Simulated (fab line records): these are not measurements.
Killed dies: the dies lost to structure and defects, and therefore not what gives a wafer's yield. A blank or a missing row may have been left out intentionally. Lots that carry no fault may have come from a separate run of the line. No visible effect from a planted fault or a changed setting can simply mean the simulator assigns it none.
What tool caused it? || flow sky130 || 33 wafers from 11 lots sampled at 5 of the route's 708 steps

## WHAT THE GAUGES SHOWED, per wafer
SKY_SONOS_TUNNEL_TW_MEAS_12. Usual: SONOS_TUNNEL_TW gives 197.2 (standard deviation 2.1).
{"lot": "L717", "measured": "day 11 10:40", "on": "filmMetro-03", "SONOS_TUNNEL_TW": "196.4 197.5 197.3", "flag": ""}
{"lot": "L720", "measured": "day 12 14:53", "on": "filmMetro-03", "SONOS_TUNNEL_TW": "198.3 197.9 196.7", "flag": ""}
{"lot": "L722", "measured": "day 12 21:41", "on": "filmMetro-03", "SONOS_TUNNEL_TW": "197.1 198.6 198.0", "flag": ""}
{"lot": "L723", "measured": "day 13 11:05", "on": "filmMetro-03", "SONOS_TUNNEL_TW": "196.6 196.7 196.7", "flag": ""}
{"lot": "L724", "measured": "day 13 23:59", "on": "filmMetro-03", "SONOS_TUNNEL_TW": "197.5 196.8 197.1", "flag": ""}
{"lot": "L725", "measured": "day 14 02:35", "on": "filmMetro-02", "SONOS_TUNNEL_TW": "196.7 195.5 195.4", "flag": ""}
{"lot": "L734", "measured": "day 17 09:44", "on": "filmMetro-03", "SONOS_TUNNEL_TW": "222.3 221.2 222.0", "flag": "OFF"}
{"lot": "L735", "measured": "day 17 21:30", "on": "filmMetro-01", "SONOS_TUNNEL_TW": "224.2 224.3 224.9", "flag": "OFF"}
{"lot": "L736", "measured": "day 18 00:09", "on": "filmMetro-02", "SONOS_TUNNEL_TW": "193.8 194.1 195.3", "flag": ""}
{"lot": "L738", "measured": "day 18 12:13", "on": "filmMetro-03", "SONOS_TUNNEL_TW": "198.5 198.3 198.4", "flag": ""}
{"lot": "L739", "measured": "day 18 20:32", "on": "filmMetro-02", "SONOS_TUNNEL_TW": "194.5 194.8 194.3", "flag": ""}

SKY_SD_N_OVL_MEAS_08. Usual: SD_N_OVL gives 0.2 nm (standard deviation 1.6).
{"lot": "L717", "measured": "day 28 00:32", "on": "overlay-01", "SD_N_OVL (nm)": "-1.4 -2.6 -0.1", "flag": ""}
{"lot": "L720", "measured": "day 29 02:35", "on": "overlay-01", "SD_N_OVL (nm)": "-1.7 -1.3 -1.7", "flag": ""}
{"lot": "L722", "measured": "day 29 14:33", "on": "overlay-01", "SD_N_OVL (nm)": "1.0 2.2 0.2", "flag": ""}
{"lot": "L723", "measured": "day 30 02:38", "on": "overlay-01", "SD_N_OVL (nm)": "2.1 2.1 1.8", "flag": ""}
{"lot": "L724", "measured": "day 30 21:05", "on": "overlay-02", "SD_N_OVL (nm)": "-3.1 -2.1 -1.4", "flag": ""}
{"lot": "L725", "measured": "day 30 19:40", "on": "overlay-01", "SD_N_OVL (nm)": "-0.6 -1.2 -0.9", "flag": ""}
{"lot": "L734", "measured": "day 33 23:22", "on": "overlay-02", "SD_N_OVL (nm)": "1.4 -0.6 -0.4", "flag": ""}
{"lot": "L735", "measured": "day 34 16:52", "on": "overlay-01", "SD_N_OVL (nm)": "-1.4 0.2 -0.2", "flag": ""}
{"lot": "L736", "measured": "day 34 19:12", "on": "overlay-02", "SD_N_OVL (nm)": "2.6 0.7 2.9", "flag": ""}
{"lot": "L738", "measured": "day 35 04:48", "on": "overlay-02", "SD_N_OVL (nm)": "2.3 2.0 1.6", "flag": ""}
{"lot": "L739", "measured": "day 35 07:41", "on": "overlay-02", "SD_N_OVL (nm)": "-1.6 -1.1 -0.7", "flag": ""}

## TOOL THAT RAN EACH LOT (tool first, then ch and the chambers of the sampled wafers, then the start)
{"lot": "L717", "SKY_SONOS_TUNNEL_IMPLANT_09": "implanter-02 ch 0, day 11 10:16", "SKY_POLY_GATE_STRIP_18": "plasmaAsher-04 ch 0,1, day 16 10:56", "SKY_SD_P_STRIP_10": "plasmaAsher-02 ch 0,1, day 25 14:01"}
{"lot": "L720", "SKY_SONOS_TUNNEL_IMPLANT_09": "implanter-03 ch 0, day 12 14:28", "SKY_POLY_GATE_STRIP_18": "plasmaAsher-04 ch 1, day 17 16:52", "SKY_SD_P_STRIP_10": "plasmaAsher-02 ch 0, day 26 17:04"}
{"lot": "L722", "SKY_SONOS_TUNNEL_IMPLANT_09": "implanter-01 ch 0, day 12 21:16", "SKY_POLY_GATE_STRIP_18": "plasmaAsher-03 ch 0,1, day 18 02:23", "SKY_SD_P_STRIP_10": "plasmaAsher-02 ch 0,1, day 27 05:11"}
{"lot": "L723", "SKY_SONOS_TUNNEL_IMPLANT_09": "implanter-02 ch 0, day 13 10:41", "SKY_POLY_GATE_STRIP_18": "plasmaAsher-02 ch 0,1, day 18 13:37", "SKY_SD_P_STRIP_10": "plasmaAsher-01 ch 0,1, day 27 17:26"}
{"lot": "L724", "SKY_SONOS_TUNNEL_IMPLANT_09": "implanter-02 ch 0, day 13 23:22", "SKY_POLY_GATE_STRIP_18": "plasmaAsher-02 ch 0,1, day 19 11:35", "SKY_SD_P_STRIP_10": "plasmaAsher-01 ch 0,1, day 28 11:26"}
{"lot": "L725", "SKY_SONOS_TUNNEL_IMPLANT_09": "implanter-02 ch 0, day 14 02:11", "SKY_POLY_GATE_STRIP_18": "plasmaAsher-04 ch 0, day 19 11:19", "SKY_SD_P_STRIP_10": "plasmaAsher-04 ch 1, day 28 10:26"}
{"lot": "L734", "SKY_SONOS_TUNNEL_IMPLANT_09": "implanter-02 ch 0, day 17 09:10", "SKY_POLY_GATE_STRIP_18": "plasmaAsher-03 ch 0,1, day 22 22:23", "SKY_SD_P_STRIP_10": "plasmaAsher-04 ch 0,1, day 31 15:07"}
{"lot": "L735", "SKY_SONOS_TUNNEL_IMPLANT_09": "implanter-02 ch 0, day 17 21:05", "SKY_POLY_GATE_STRIP_18": "plasmaAsher-04 ch 0,1, day 23 14:28", "SKY_SD_P_STRIP_10": "plasmaAsher-01 ch 0,1, day 32 10:14"}
{"lot": "L736", "SKY_SONOS_TUNNEL_IMPLANT_09": "implanter-01 ch 0, day 17 23:46", "SKY_POLY_GATE_STRIP_18": "plasmaAsher-03 ch 0,1, day 23 16:49", "SKY_SD_P_STRIP_10": "plasmaAsher-02 ch 0,1, day 32 12:33"}
{"lot": "L738", "SKY_SONOS_TUNNEL_IMPLANT_09": "implanter-03 ch 0, day 18 11:50", "SKY_POLY_GATE_STRIP_18": "plasmaAsher-03 ch 0,1, day 24 05:14", "SKY_SD_P_STRIP_10": "plasmaAsher-04 ch 0,1, day 32 21:48"}
{"lot": "L739", "SKY_SONOS_TUNNEL_IMPLANT_09": "implanter-01 ch 0, day 18 20:07", "SKY_POLY_GATE_STRIP_18": "plasmaAsher-03 ch 0,1, day 24 12:01", "SKY_SD_P_STRIP_10": "plasmaAsher-01 ch 1, day 33 00:26"}
- SKY_SONOS_TUNNEL_IMPLANT_09
- SKY_POLY_GATE_STRIP_18: strips in O2/N2.
- SKY_SD_P_STRIP_10: strips in O2/N2.

## WHAT THE TOOLS THEMSELVES READ (means of the sampled wafers that have a number; where no wafer has one, the mark that the record gives instead)
SKY_SONOS_TUNNEL_IMPLANT_09. Usual: doseIonsCm2 1.0001e+12, standard deviation 1.1e+09; faradayCurrentUA 5.64, standard deviation 0.11.
{"lot": "L717", "tool": "implanter-02", "doseIonsCm2": 9.9837e+11, "faradayCurrentUA": 5.63, "flag": ""}
{"lot": "L720", "tool": "implanter-03", "doseIonsCm2": 1.0011e+12, "faradayCurrentUA": 5.59, "flag": ""}
{"lot": "L722", "tool": "implanter-01", "doseIonsCm2": 1.0010e+12, "faradayCurrentUA": 5.66, "flag": ""}
{"lot": "L723", "tool": "implanter-02", "doseIonsCm2": 1.0005e+12, "faradayCurrentUA": 5.62, "flag": ""}
{"lot": "L724", "tool": "implanter-02", "doseIonsCm2": 1.0003e+12, "faradayCurrentUA": 5.68, "flag": ""}
{"lot": "L725", "tool": "implanter-02", "doseIonsCm2": 1.0005e+12, "faradayCurrentUA": 5.56, "flag": ""}
{"lot": "L734", "tool": "implanter-02", "doseIonsCm2": 1.5212e+12, "faradayCurrentUA": 8.53, "flag": "OFF"}
{"lot": "L735", "tool": "implanter-02", "doseIonsCm2": 1.5228e+12, "faradayCurrentUA": 8.49, "flag": "OFF"}
{"lot": "L736", "tool": "implanter-01", "doseIonsCm2": 1.0011e+12, "faradayCurrentUA": 5.51, "flag": ""}
{"lot": "L738", "tool": "implanter-03", "doseIonsCm2": 9.9940e+11, "faradayCurrentUA": 5.70, "flag": ""}
{"lot": "L739", "tool": "implanter-01", "doseIonsCm2": 1.0023e+12, "faradayCurrentUA": 5.69, "flag": ""}

SKY_POLY_GATE_STRIP_18. Usual: chamberPressureMTorr 1499.9 mTorr, standard deviation 1.4; drypumpMotorCurrentA 5.70 A, standard deviation 0.28; o2FlowSccm 2999 sccm, standard deviation 9.8; oesProductAu 0.361 a.u., standard deviation 0.0049; stripTimeToEndpointS 3.17 s, standard deviation 0.038.
{"lot": "L717", "tool": "plasmaAsher-04", "chamberPressureMTorr (mTorr)": 1498.9, "drypumpMotorCurrentA (A)": 5.72, "o2FlowSccm (sccm)": 2988, "oesProductAu (a.u.)": 0.359, "stripTimeToEndpointS (s)": 3.16, "flag": ""}
{"lot": "L720", "tool": "plasmaAsher-04", "chamberPressureMTorr (mTorr)": 1499.9, "drypumpMotorCurrentA (A)": 5.99, "o2FlowSccm (sccm)": 2999, "oesProductAu (a.u.)": 0.357, "stripTimeToEndpointS (s)": 3.19, "flag": ""}
{"lot": "L722", "tool": "plasmaAsher-03", "chamberPressureMTorr (mTorr)": 1500.1, "drypumpMotorCurrentA (A)": 5.78, "o2FlowSccm (sccm)": 3011, "oesProductAu (a.u.)": 0.357, "stripTimeToEndpointS (s)": 3.14, "flag": ""}
{"lot": "L723", "tool": "plasmaAsher-02", "chamberPressureMTorr (mTorr)": 1501.1, "drypumpMotorCurrentA (A)": 5.76, "o2FlowSccm (sccm)": 2995, "oesProductAu (a.u.)": 0.363, "stripTimeToEndpointS (s)": 3.16, "flag": ""}
{"lot": "L724", "tool": "plasmaAsher-02", "chamberPressureMTorr (mTorr)": 1499.6, "drypumpMotorCurrentA (A)": 5.77, "o2FlowSccm (sccm)": 3004, "oesProductAu (a.u.)": 0.360, "stripTimeToEndpointS (s)": 3.20, "flag": ""}
{"lot": "L725", "tool": "plasmaAsher-04", "chamberPressureMTorr (mTorr)": 1498.8, "drypumpMotorCurrentA (A)": 5.26, "o2FlowSccm (sccm)": 2998, "oesProductAu (a.u.)": 0.359, "stripTimeToEndpointS (s)": 3.20, "flag": ""}
{"lot": "L734", "tool": "plasmaAsher-03", "chamberPressureMTorr (mTorr)": 1500.6, "drypumpMotorCurrentA (A)": 5.77, "o2FlowSccm (sccm)": 2999, "oesProductAu (a.u.)": 0.363, "stripTimeToEndpointS (s)": 3.16, "flag": ""}
{"lot": "L735", "tool": "plasmaAsher-04", "chamberPressureMTorr (mTorr)": 1499.4, "drypumpMotorCurrentA (A)": 5.49, "o2FlowSccm (sccm)": 3013, "oesProductAu (a.u.)": 0.363, "stripTimeToEndpointS (s)": 3.18, "flag": ""}
{"lot": "L736", "tool": "plasmaAsher-03", "chamberPressureMTorr (mTorr)": 1499.5, "drypumpMotorCurrentA (A)": 5.63, "o2FlowSccm (sccm)": 2989, "oesProductAu (a.u.)": 0.359, "stripTimeToEndpointS (s)": 3.16, "flag": ""}
{"lot": "L738", "tool": "plasmaAsher-03", "chamberPressureMTorr (mTorr)": 1501.4, "drypumpMotorCurrentA (A)": 5.79, "o2FlowSccm (sccm)": 2999, "oesProductAu (a.u.)": 0.362, "stripTimeToEndpointS (s)": 3.16, "flag": ""}
{"lot": "L739", "tool": "plasmaAsher-03", "chamberPressureMTorr (mTorr)": 1500.1, "drypumpMotorCurrentA (A)": 5.67, "o2FlowSccm (sccm)": 2997, "oesProductAu (a.u.)": 0.358, "stripTimeToEndpointS (s)": 3.17, "flag": ""}

SKY_SD_P_STRIP_10. Usual: chamberPressureMTorr 1500.0 mTorr, standard deviation 1.4; drypumpMotorCurrentA 5.9 A, standard deviation 0.38; o2FlowSccm 3000 sccm, standard deviation 8.4; oesProductAu 0.618 a.u., standard deviation 0.0041; stripTimeToEndpointS 17.51 s, standard deviation 0.042.
{"lot": "L717", "tool": "plasmaAsher-02", "chamberPressureMTorr (mTorr)": 1500.4, "drypumpMotorCurrentA (A)": 5.9, "o2FlowSccm (sccm)": 3002, "oesProductAu (a.u.)": 0.619, "stripTimeToEndpointS (s)": 17.46, "flag": ""}
{"lot": "L720", "tool": "plasmaAsher-02", "chamberPressureMTorr (mTorr)": 1500.3, "drypumpMotorCurrentA (A)": 5.6, "o2FlowSccm (sccm)": 3008, "oesProductAu (a.u.)": 0.621, "stripTimeToEndpointS (s)": 17.60, "flag": ""}
{"lot": "L722", "tool": "plasmaAsher-02", "chamberPressureMTorr (mTorr)": 1498.7, "drypumpMotorCurrentA (A)": 5.9, "o2FlowSccm (sccm)": 2997, "oesProductAu (a.u.)": 0.623, "stripTimeToEndpointS (s)": 17.52, "flag": ""}
{"lot": "L723", "tool": "plasmaAsher-01", "chamberPressureMTorr (mTorr)": 1500.9, "drypumpMotorCurrentA (A)": 6.3, "o2FlowSccm (sccm)": 3007, "oesProductAu (a.u.)": 0.615, "stripTimeToEndpointS (s)": 17.50, "flag": ""}
{"lot": "L724", "tool": "plasmaAsher-01", "chamberPressureMTorr (mTorr)": 1500.9, "drypumpMotorCurrentA (A)": 6.4, "o2FlowSccm (sccm)": 3001, "oesProductAu (a.u.)": 0.619, "stripTimeToEndpointS (s)": 17.49, "flag": ""}
{"lot": "L725", "tool": "plasmaAsher-04", "chamberPressureMTorr (mTorr)": 1500.3, "drypumpMotorCurrentA (A)": 6.0, "o2FlowSccm (sccm)": 3000, "oesProductAu (a.u.)": 0.620, "stripTimeToEndpointS (s)": 17.52, "flag": ""}
{"lot": "L734", "tool": "plasmaAsher-04", "chamberPressureMTorr (mTorr)": 1500.5, "drypumpMotorCurrentA (A)": 5.8, "o2FlowSccm (sccm)": 2996, "oesProductAu (a.u.)": 0.620, "stripTimeToEndpointS (s)": 17.54, "flag": ""}
{"lot": "L735", "tool": "plasmaAsher-01", "chamberPressureMTorr (mTorr)": 1501.0, "drypumpMotorCurrentA (A)": 6.3, "o2FlowSccm (sccm)": 2993, "oesProductAu (a.u.)": 0.618, "stripTimeToEndpointS (s)": 17.40, "flag": ""}
{"lot": "L736", "tool": "plasmaAsher-02", "chamberPressureMTorr (mTorr)": 1499.8, "drypumpMotorCurrentA (A)": 5.9, "o2FlowSccm (sccm)": 3001, "oesProductAu (a.u.)": 0.615, "stripTimeToEndpointS (s)": 17.46, "flag": ""}
{"lot": "L738", "tool": "plasmaAsher-04", "chamberPressureMTorr (mTorr)": 1499.8, "drypumpMotorCurrentA (A)": 5.5, "o2FlowSccm (sccm)": 3003, "oesProductAu (a.u.)": 0.617, "stripTimeToEndpointS (s)": 17.54, "flag": ""}
{"lot": "L739", "tool": "plasmaAsher-01", "chamberPressureMTorr (mTorr)": 1499.4, "drypumpMotorCurrentA (A)": 6.5, "o2FlowSccm (sccm)": 3006, "oesProductAu (a.u.)": 0.615, "stripTimeToEndpointS (s)": 17.51, "flag": ""}

## THE ANSWER, worked out from the rows above alone
Rule: a lot is off if the mean of its wafers that have a number lies more than 3 standard deviations from the usual mean. Also off: a lot with no number at a reading for which 4 or more lots have one. Where the step has rows for the other lots, those lots are counted as sound. Order of review: gauges by route order, followed by the tools' own readings, for which a lot's mean as printed above is used. At the first step where some lot is off, the reading lying furthest off is the one used; lots without a number count as furthest.
Off: L734, L735, at SKY_SONOS_TUNNEL_TW_MEAS_12 (SONOS_TUNNEL_TW).
If a tool, at a process step before that reading, ran all the lots that are off and no sound lot after the first of them, it fits. The gauges at SKY_SONOS_TUNNEL_TW_MEAS_12 aren't tried: what is off there is off at SKY_SONOS_TUNNEL_IMPLANT_09 too, on other tools, and a gauge's error can't cause that. One fits: implanter-02 at SKY_SONOS_TUNNEL_IMPLANT_09. A fault onset in the window from L725 (day 14 02:11, its last sound lot) to L734 (day 17 09:10, its first lot off) fits.
The tool's own readings at SKY_SONOS_TUNNEL_IMPLANT_09 bear it out: on the lots that are off they differ by more than 5 times the standard deviation of the sound lots' means. doseIonsCm2 reads 1.5220e+12 there against 1.0005e+12 on the sound lots; faradayCurrentUA reads 8.51 there against 5.63 on the sound lots.

## WHAT HAD BEEN PUT IN BY THE SIMULATOR
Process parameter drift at SKY_SONOS_TUNNEL_IMPLANT_09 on implanter-02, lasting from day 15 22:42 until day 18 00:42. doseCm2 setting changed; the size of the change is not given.
Shown lots that were struck: L734, L735. The rule given above showed the same thing.
